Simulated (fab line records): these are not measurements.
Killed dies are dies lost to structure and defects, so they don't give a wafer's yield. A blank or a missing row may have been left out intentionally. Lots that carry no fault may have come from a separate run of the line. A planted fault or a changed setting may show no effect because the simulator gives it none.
Which tool is to blame? / flow gf180mcu / Sampling: 6 lots, 18 wafers, 4 of 602 route steps

== WHAT THE GAUGES SHOWED, per wafer ==
GF_MIM_THK_MEAS_06.
lot=L870; measured=day 24 16:37; on=film_metro-03; MIM_CVD_05_THK (nm)=41.9 42.2 43.0
lot=L872; measured=day 25 07:10; on=film_metro-02; MIM_CVD_05_THK (nm)=41.5 41.5 42.1
lot=L874; measured=day 26 07:24; on=film_metro-01; MIM_CVD_05_THK (nm)=41.9 41.7 42.4
lot=L884; measured=day 29 07:34; on=film_metro-01; MIM_CVD_05_THK (nm)=41.1 39.6 41.7 41.1 39.7 41.7
lot=L888; measured=day 30 11:39; on=film_metro-03; MIM_CVD_05_THK (nm)=41.7 42.5 43.0
lot=L892; measured=day 31 10:08; on=film_metro-02; MIM_CVD_05_THK (nm)=41.8 41.7 41.7

== WHICH TOOL RAN EACH LOT (tool, then ch and the chambers of the sampled wafers, then the start) ==
lot=L870; GF_MIM_SPUTTER_01=pvd_sputter-01, day 24 16:28; GF_MIM_SPUTTER_02=pvd_sputter-01, day 24 16:30; GF_MIM_CVD_05=pecvd-01 ch 0,1,2, day 24 16:35
lot=L872; GF_MIM_SPUTTER_01=pvd_sputter-04, day 25 07:01; GF_MIM_SPUTTER_02=pvd_sputter-04, day 25 07:03; GF_MIM_CVD_05=pecvd-01 ch 0,1,2, day 25 07:08
lot=L874; GF_MIM_SPUTTER_01=pvd_sputter-03, day 26 07:15; GF_MIM_SPUTTER_02=pvd_sputter-03, day 26 07:17; GF_MIM_CVD_05=pecvd-01 ch 1,2, day 26 07:22
lot=L884; GF_MIM_SPUTTER_01=pvd_sputter-01, day 29 07:23; GF_MIM_SPUTTER_02=pvd_sputter-01, day 29 07:26; GF_MIM_CVD_05=pecvd-01 ch 1,2, day 29 07:31
lot=L888; GF_MIM_SPUTTER_01=pvd_sputter-03, day 30 11:29; GF_MIM_SPUTTER_02=pvd_sputter-03, day 30 11:31; GF_MIM_CVD_05=pecvd-03 ch 0,1,2, day 30 11:36
lot=L892; GF_MIM_SPUTTER_01=pvd_sputter-03, day 31 09:59; GF_MIM_SPUTTER_02=pvd_sputter-03, day 31 10:01; GF_MIM_CVD_05=pecvd-02 ch 1,2, day 31 10:06
- GF_MIM_SPUTTER_01: material TiN, target thk 30 nm, time 25 s.
- GF_MIM_SPUTTER_02: material AlCu, target thk 450 nm, time 23.9 s.
- GF_MIM_CVD_05: deposits Si3N4, target thk 42 nm, time 29.086 s.

== THE ANSWER, worked out from the rows above alone ==
Rule: the lots themselves supply what counts as usual. The widest of any qualifying gaps counts: lots, ordered by their means at a reading, are off when they make up no more than a third of the lots, leave a main group of 4 or more, and stand apart from it by 3 or more times the standard deviation of that group's means. The tables above print the reading to a certain number of digits; a main group whose means all agree to those digits is not used. A lot without any number at a reading at which 4 lots or more have one is off too. Where the step has rows for the other lots, those lots are counted as sound.
None of the lots is off at any reading shown; this tells nothing.

== WHAT WAS PUT IN BY THE SIMULATOR ==
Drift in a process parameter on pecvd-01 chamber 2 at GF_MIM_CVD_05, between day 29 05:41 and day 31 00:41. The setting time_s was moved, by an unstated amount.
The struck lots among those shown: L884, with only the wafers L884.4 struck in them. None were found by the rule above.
